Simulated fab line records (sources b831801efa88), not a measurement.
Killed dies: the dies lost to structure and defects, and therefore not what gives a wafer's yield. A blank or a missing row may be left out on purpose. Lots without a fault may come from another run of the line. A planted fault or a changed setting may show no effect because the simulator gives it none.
The tool behind it: which one? / flow sfq line / 42 wafers from 14 lots sampled at 5 of the route's 325 steps

== WHAT THE GAUGES SHOWED, per wafer ==
The record lacks any reading of a measuring or inspecting step that a usual standard deviation could be used to judge.

== WHICH TOOL RAN EACH LOT (tool, then ch and the chambers of the sampled wafers, then the start) ==
lot=L857; SFQ_TRILAYER_JJ_TRILAYER_DEP_SPUTTER_110=pvd sputter-05, day 53 06:46; SFQ_TRILAYER_M5_STRIP_STRIP_127=rie metal-03 ch 0,1, day 64 11:52; SFQ_TRILAYER_A5C_DEP_PECVD_142=pecvd-02 ch 0,1,2, day 69 04:44; SFQ_TRILAYER_I5_STRIP_STRIP_148=rie metal-04 ch 0,1, day 69 17:29; SFQ_TRILAYER_C5_ETCH_VIA_ETCH_154=rie diel-04 ch 0,1, day 72 08:26
lot=L858; SFQ_TRILAYER_JJ_TRILAYER_DEP_SPUTTER_110=pvd sputter-03, day 53 15:21; SFQ_TRILAYER_M5_STRIP_STRIP_127=rie metal-03 ch 0,1, day 64 14:04; SFQ_TRILAYER_A5C_DEP_PECVD_142=pecvd-03 ch 0,1, day 69 06:56; SFQ_TRILAYER_I5_STRIP_STRIP_148=rie metal-03 ch 0,1, day 69 19:41; SFQ_TRILAYER_C5_ETCH_VIA_ETCH_154=rie diel-04 ch 0,1,3, day 73 14:32
lot=L860; SFQ_TRILAYER_JJ_TRILAYER_DEP_SPUTTER_110=pvd sputter-06, day 54 06:57; SFQ_TRILAYER_M5_STRIP_STRIP_127=rie metal-01 ch 0,1, day 65 08:42; SFQ_TRILAYER_A5C_DEP_PECVD_142=pecvd-01 ch 0,1, day 70 08:08; SFQ_TRILAYER_I5_STRIP_STRIP_148=rie metal-03 ch 0,1, day 71 01:34; SFQ_TRILAYER_C5_ETCH_VIA_ETCH_154=rie diel-02 ch 0,2,3, day 75 07:20
lot=L861; SFQ_TRILAYER_JJ_TRILAYER_DEP_SPUTTER_110=pvd sputter-03, day 54 16:21; SFQ_TRILAYER_M5_STRIP_STRIP_127=rie metal-01 ch 0, day 65 21:21; SFQ_TRILAYER_A5C_DEP_PECVD_142=pecvd-02 ch 1,2, day 71 00:46; SFQ_TRILAYER_I5_STRIP_STRIP_148=rie metal-02 ch 0,1, day 71 03:43; SFQ_TRILAYER_C5_ETCH_VIA_ETCH_154=rie diel-04 ch 0,1, day 75 08:32
lot=L862; SFQ_TRILAYER_JJ_TRILAYER_DEP_SPUTTER_110=pvd sputter-06, day 54 17:33; SFQ_TRILAYER_M5_STRIP_STRIP_127=rie metal-03 ch 0,1, day 66 01:30; SFQ_TRILAYER_A5C_DEP_PECVD_142=pecvd-03 ch 0,1,2, day 71 05:34; SFQ_TRILAYER_I5_STRIP_STRIP_148=rie metal-03 ch 0,1, day 71 08:19; SFQ_TRILAYER_C5_ETCH_VIA_ETCH_154=rie diel-02 ch 0,1,2, day 75 16:56
lot=L863; SFQ_TRILAYER_JJ_TRILAYER_DEP_SPUTTER_110=pvd sputter-05, day 57 11:19; SFQ_TRILAYER_M5_STRIP_STRIP_127=rie metal-02 ch 0,1, day 67 06:18; SFQ_TRILAYER_A5C_DEP_PECVD_142=pecvd-03 ch 0,1, day 72 07:58; SFQ_TRILAYER_I5_STRIP_STRIP_148=rie metal-02 ch 0,1, day 72 13:22; SFQ_TRILAYER_C5_ETCH_VIA_ETCH_154=rie diel-03 ch 1,3, day 77 02:32
lot=L864; SFQ_TRILAYER_JJ_TRILAYER_DEP_SPUTTER_110=pvd sputter-06, day 57 12:32; SFQ_TRILAYER_M5_STRIP_STRIP_127=rie metal-03 ch 0,1, day 67 09:54; SFQ_TRILAYER_A5C_DEP_PECVD_142=pecvd-02 ch 0,1, day 72 11:47; SFQ_TRILAYER_I5_STRIP_STRIP_148=rie metal-04 ch 0,1, day 72 14:34; SFQ_TRILAYER_C5_ETCH_VIA_ETCH_154=rie diel-04 ch 0,2, day 77 03:44
lot=L865; SFQ_TRILAYER_JJ_TRILAYER_DEP_SPUTTER_110=pvd sputter-03, day 62 16:08; SFQ_TRILAYER_M5_STRIP_STRIP_127=rie metal-03 ch 0,1, day 67 13:42; SFQ_TRILAYER_A5C_DEP_PECVD_142=pecvd-01 ch 0,2, day 72 12:59; SFQ_TRILAYER_I5_STRIP_STRIP_148=rie metal-02 ch 0,1, day 72 15:58; SFQ_TRILAYER_C5_ETCH_VIA_ETCH_154=rie diel-02 ch 2,3, day 77 06:08
lot=L867; SFQ_TRILAYER_JJ_TRILAYER_DEP_SPUTTER_110=pvd sputter-05, day 63 01:34; SFQ_TRILAYER_M5_STRIP_STRIP_127=rie metal-01 ch 0,1, day 67 20:54; SFQ_TRILAYER_A5C_DEP_PECVD_142=pecvd-01 ch 0,1,2, day 72 16:35; SFQ_TRILAYER_I5_STRIP_STRIP_148=rie metal-02 ch 0,1, day 72 22:23; SFQ_TRILAYER_C5_ETCH_VIA_ETCH_154=rie diel-02 ch 0,3, day 77 10:56
lot=L868; SFQ_TRILAYER_JJ_TRILAYER_DEP_SPUTTER_110=pvd sputter-06, day 63 05:10; SFQ_TRILAYER_M5_STRIP_STRIP_127=rie metal-02 ch 0,1, day 68 07:42; SFQ_TRILAYER_A5C_DEP_PECVD_142=pecvd-03 ch 0, day 72 17:49; SFQ_TRILAYER_I5_STRIP_STRIP_148=rie metal-02 ch 0,1, day 73 00:47; SFQ_TRILAYER_C5_ETCH_VIA_ETCH_154=rie diel-03 ch 0,1,3, day 77 12:08
lot=L870; SFQ_TRILAYER_JJ_TRILAYER_DEP_SPUTTER_110=pvd sputter-03, day 64 00:32; SFQ_TRILAYER_M5_STRIP_STRIP_127=rie metal-03 ch 0,1, day 68 12:18; SFQ_TRILAYER_A5C_DEP_PECVD_142=pecvd-01 ch 0,1, day 72 20:11; SFQ_TRILAYER_I5_STRIP_STRIP_148=rie metal-02 ch 0,1, day 73 02:59; SFQ_TRILAYER_C5_ETCH_VIA_ETCH_154=rie diel-02 ch 0,1,2, day 77 15:44
lot=L875; SFQ_TRILAYER_JJ_TRILAYER_DEP_SPUTTER_110=pvd sputter-03, day 66 10:41; SFQ_TRILAYER_M5_STRIP_STRIP_127=rie metal-02 ch 0,1, day 70 10:06; SFQ_TRILAYER_A5C_DEP_PECVD_142=pecvd-01 ch 0,1,2, day 74 20:13; SFQ_TRILAYER_I5_STRIP_STRIP_148=rie metal-03 ch 0,1, day 74 23:01; SFQ_TRILAYER_C5_ETCH_VIA_ETCH_154=rie diel-02 ch 0,2,3, day 79 05:50
lot=L878; SFQ_TRILAYER_JJ_TRILAYER_DEP_SPUTTER_110=pvd sputter-05, day 67 20:17; SFQ_TRILAYER_M5_STRIP_STRIP_127=rie metal-03 ch 0,1, day 70 13:30; SFQ_TRILAYER_A5C_DEP_PECVD_142=pecvd-01 ch 0,1,2, day 75 03:25; SFQ_TRILAYER_I5_STRIP_STRIP_148=rie metal-03 ch 0,1, day 75 06:21; SFQ_TRILAYER_C5_ETCH_VIA_ETCH_154=rie diel-03 ch 0,1,3, day 79 10:37
lot=L879; SFQ_TRILAYER_JJ_TRILAYER_DEP_SPUTTER_110=pvd sputter-05, day 67 22:41; SFQ_TRILAYER_M5_STRIP_STRIP_127=rie metal-02 ch 0,1, day 70 14:42; SFQ_TRILAYER_A5C_DEP_PECVD_142=pecvd-02 ch 0,2, day 75 05:49; SFQ_TRILAYER_I5_STRIP_STRIP_148=rie metal-03 ch 1, day 75 08:45; SFQ_TRILAYER_C5_ETCH_VIA_ETCH_154=rie diel-04 ch 0,1, day 79 11:49
- SFQ_TRILAYER_JJ_TRILAYER_DEP_SPUTTER_110: material Al, target thk 8 nm, time 10 s.
- SFQ_TRILAYER_M5_STRIP_STRIP_127: strips in O2.
- SFQ_TRILAYER_A5C_DEP_PECVD_142: deposits SiO2 from SiH4/N2O, time 15.556 s, target thk 70 nm.
- SFQ_TRILAYER_I5_STRIP_STRIP_148: strips in O2.
- SFQ_TRILAYER_C5_ETCH_VIA_ETCH_154: etches SiO2 in CHF3, stops on Nb, target depth 84 nm.

== AS READ BY THE TOOLS THEMSELVES (means over the sampled wafers that have a number; for cases with no such wafer, the mark the record gives instead) ==
SFQ_TRILAYER_JJ_TRILAYER_DEP_SPUTTER_110.
lot=L857; tool=pvd sputter-05; throttle valve pct (%)=29.7
lot=L858; tool=pvd sputter-03; throttle valve pct (%)=30.7
lot=L860; tool=pvd sputter-06; throttle valve pct (%)=29.6
lot=L861; tool=pvd sputter-03; throttle valve pct (%)=30.3
lot=L862; tool=pvd sputter-06; throttle valve pct (%)=29.8
lot=L863; tool=pvd sputter-05; throttle valve pct (%)=29.5
lot=L864; tool=pvd sputter-06; throttle valve pct (%)=30.0
lot=L865; tool=pvd sputter-03; throttle valve pct (%)=30.2
lot=L867; tool=pvd sputter-05; throttle valve pct (%)=29.2
lot=L868; tool=pvd sputter-06; throttle valve pct (%)=29.8
lot=L870; tool=pvd sputter-03; throttle valve pct (%)=30.2
lot=L875; tool=pvd sputter-03; throttle valve pct (%)=30.2
lot=L878; tool=pvd sputter-05; throttle valve pct (%)=29.5
lot=L879; tool=pvd sputter-05; throttle valve pct (%)=29.3

SFQ_TRILAYER_M5_STRIP_STRIP_127.
lot=L857; tool=rie metal-03; drypump motor current A (A)=6.2; oes product au (a.u.)=1.005
lot=L858; tool=rie metal-03; drypump motor current A (A)=6.1; oes product au (a.u.)=1.000
lot=L860; tool=rie metal-01; drypump motor current A (A)=5.5; oes product au (a.u.)=0.997
lot=L861; tool=rie metal-01; drypump motor current A (A)=5.4; oes product au (a.u.)=1.005
lot=L862; tool=rie metal-03; drypump motor current A (A)=6.3; oes product au (a.u.)=1.002
lot=L863; tool=rie metal-02; drypump motor current A (A)=5.9; oes product au (a.u.)=1.001
lot=L864; tool=rie metal-03; drypump motor current A (A)=6.2; oes product au (a.u.)=1.003
lot=L865; tool=rie metal-03; drypump motor current A (A)=6.2; oes product au (a.u.)=1.010
lot=L867; tool=rie metal-01; drypump motor current A (A)=5.5; oes product au (a.u.)=0.994
lot=L868; tool=rie metal-02; drypump motor current A (A)=5.7; oes product au (a.u.)=1.002
lot=L870; tool=rie metal-03; drypump motor current A (A)=6.1; oes product au (a.u.)=1.003
lot=L875; tool=rie metal-02; drypump motor current A (A)=5.8; oes product au (a.u.)=0.998
lot=L878; tool=rie metal-03; drypump motor current A (A)=6.3; oes product au (a.u.)=1.009
lot=L879; tool=rie metal-02; drypump motor current A (A)=5.8; oes product au (a.u.)=0.999

SFQ_TRILAYER_A5C_DEP_PECVD_142.
lot=L857; tool=pecvd-02; heater power w (W)=96; throttle valve pct (%)=24.9
lot=L858; tool=pecvd-03; heater power w (W)=92; throttle valve pct (%)=25.8
lot=L860; tool=pecvd-01; heater power w (W)=98; throttle valve pct (%)=26.2
lot=L861; tool=pecvd-02; heater power w (W)=90; throttle valve pct (%)=25.3
lot=L862; tool=pecvd-03; heater power w (W)=84; throttle valve pct (%)=25.3
lot=L863; tool=pecvd-03; heater power w (W)=89; throttle valve pct (%)=25.4
lot=L864; tool=pecvd-02; heater power w (W)=91; throttle valve pct (%)=24.9
lot=L865; tool=pecvd-01; heater power w (W)=97; throttle valve pct (%)=23.7
lot=L867; tool=pecvd-01; heater power w (W)=99; throttle valve pct (%)=23.1
lot=L868; tool=pecvd-03; heater power w (W)=97; throttle valve pct (%)=26.9
lot=L870; tool=pecvd-01; heater power w (W)=106; throttle valve pct (%)=22.7
lot=L875; tool=pecvd-01; heater power w (W)=104; throttle valve pct (%)=23.2
lot=L878; tool=pecvd-01; heater power w (W)=105; throttle valve pct (%)=23.3
lot=L879; tool=pecvd-02; heater power w (W)=101; throttle valve pct (%)=24.8

SFQ_TRILAYER_I5_STRIP_STRIP_148.
lot=L857; tool=rie metal-04; drypump motor current A (A)=6.6; oes product au (a.u.)=1.003
lot=L858; tool=rie metal-03; drypump motor current A (A)=6.3; oes product au (a.u.)=1.006
lot=L860; tool=rie metal-03; drypump motor current A (A)=6.2; oes product au (a.u.)=1.001
lot=L861; tool=rie metal-02; drypump motor current A (A)=5.9; oes product au (a.u.)=1.000
lot=L862; tool=rie metal-03; drypump motor current A (A)=6.2; oes product au (a.u.)=1.009
lot=L863; tool=rie metal-02; drypump motor current A (A)=5.7; oes product au (a.u.)=0.992
lot=L864; tool=rie metal-04; drypump motor current A (A)=6.5; oes product au (a.u.)=1.008
lot=L865; tool=rie metal-02; drypump motor current A (A)=5.7; oes product au (a.u.)=0.996
lot=L867; tool=rie metal-02; drypump motor current A (A)=5.9; oes product au (a.u.)=0.991
lot=L868; tool=rie metal-02; drypump motor current A (A)=5.9; oes product au (a.u.)=0.992
lot=L870; tool=rie metal-02; drypump motor current A (A)=5.7; oes product au (a.u.)=1.004
lot=L875; tool=rie metal-03; drypump motor current A (A)=6.3; oes product au (a.u.)=1.004
lot=L878; tool=rie metal-03; drypump motor current A (A)=6.3; oes product au (a.u.)=1.001
lot=L879; tool=rie metal-03; drypump motor current A (A)=6.0; oes product au (a.u.)=1.005

SFQ_TRILAYER_C5_ETCH_VIA_ETCH_154.
lot=L857; tool=rie diel-04; bias w (W)=80.01; drypump motor current A (A)=6.0; oes product au (a.u.)=0.902
lot=L858; tool=rie diel-04; bias w (W)=80.12; drypump motor current A (A)=5.9; oes product au (a.u.)=0.898
lot=L860; tool=rie diel-02; bias w (W)=79.77; drypump motor current A (A)=6.0; oes product au (a.u.)=0.882
lot=L861; tool=rie diel-04; bias w (W)=80.07; drypump motor current A (A)=5.7; oes product au (a.u.)=0.898
lot=L862; tool=rie diel-02; bias w (W)=80.27; drypump motor current A (A)=5.7; oes product au (a.u.)=0.882
lot=L863; tool=rie diel-03; bias w (W)=80.08; drypump motor current A (A)=5.7; oes product au (a.u.)=0.893
lot=L864; tool=rie diel-04; bias w (W)=79.81; drypump motor current A (A)=5.5; oes product au (a.u.)=0.896
lot=L865; tool=rie diel-02; bias w (W)=79.93; drypump motor current A (A)=6.0; oes product au (a.u.)=0.891
lot=L867; tool=rie diel-02; bias w (W)=80.00; drypump motor current A (A)=6.0; oes product au (a.u.)=0.904
lot=L868; tool=rie diel-03; bias w (W)=80.21; drypump motor current A (A)=5.6; oes product au (a.u.)=0.898
lot=L870; tool=rie diel-02; bias w (W)=79.97; drypump motor current A (A)=5.7; oes product au (a.u.)=0.892
lot=L875; tool=rie diel-02; bias w (W)=80.04; drypump motor current A (A)=6.0; oes product au (a.u.)=0.666
lot=L878; tool=rie diel-03; bias w (W)=79.96; drypump motor current A (A)=5.6; oes product au (a.u.)=0.774
lot=L879; tool=rie diel-04; bias w (W)=79.97; drypump motor current A (A)=6.0; oes product au (a.u.)=0.901

== THE ANSWER, worked out from the rows above alone ==
Rule: the lots themselves supply what counts as usual. Put in order of their means at a reading, lots are off if they are a third of the lots or fewer, leave a main group of 4 or more, and stand apart from it by a gap of 3 or more times the standard deviation of the main group's means; of several such gaps the widest counts. Not used: any main group whose means are identical at the precision the tables above print for the reading. Also off: a lot with no number at a reading for which 4 or more lots have one. Any other lot the step has rows for is counted as sound. The gauges are gone through in route order, then the tools' own readings, and for those a lot's mean is taken as printed above. At the first step where some lot is off, the reading lying furthest off is the one used; lots without a number count as furthest.
Off: L875, L878 (SFQ_TRILAYER_C5_ETCH_VIA_ETCH_154, oes product au). For the main group the mean is 0.895 a.u. and the standard deviation 0.0068.
A tool fits if, at that step or a process step before it, it ran every lot that is off, and no sound lot after the first of them. One candidate fits, namely pecvd-01 at SFQ_TRILAYER_A5C_DEP_PECVD_142. Its last sound lot is L870 (day 72 20:11), its first lot that is off L875 (day 74 20:13): a fault that began between those two fits.

== WHAT WAS PUT IN BY THE SIMULATOR ==
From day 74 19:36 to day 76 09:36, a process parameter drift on pecvd-01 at SFQ_TRILAYER_A5C_DEP_PECVD_142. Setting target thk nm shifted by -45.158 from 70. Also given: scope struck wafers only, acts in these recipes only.
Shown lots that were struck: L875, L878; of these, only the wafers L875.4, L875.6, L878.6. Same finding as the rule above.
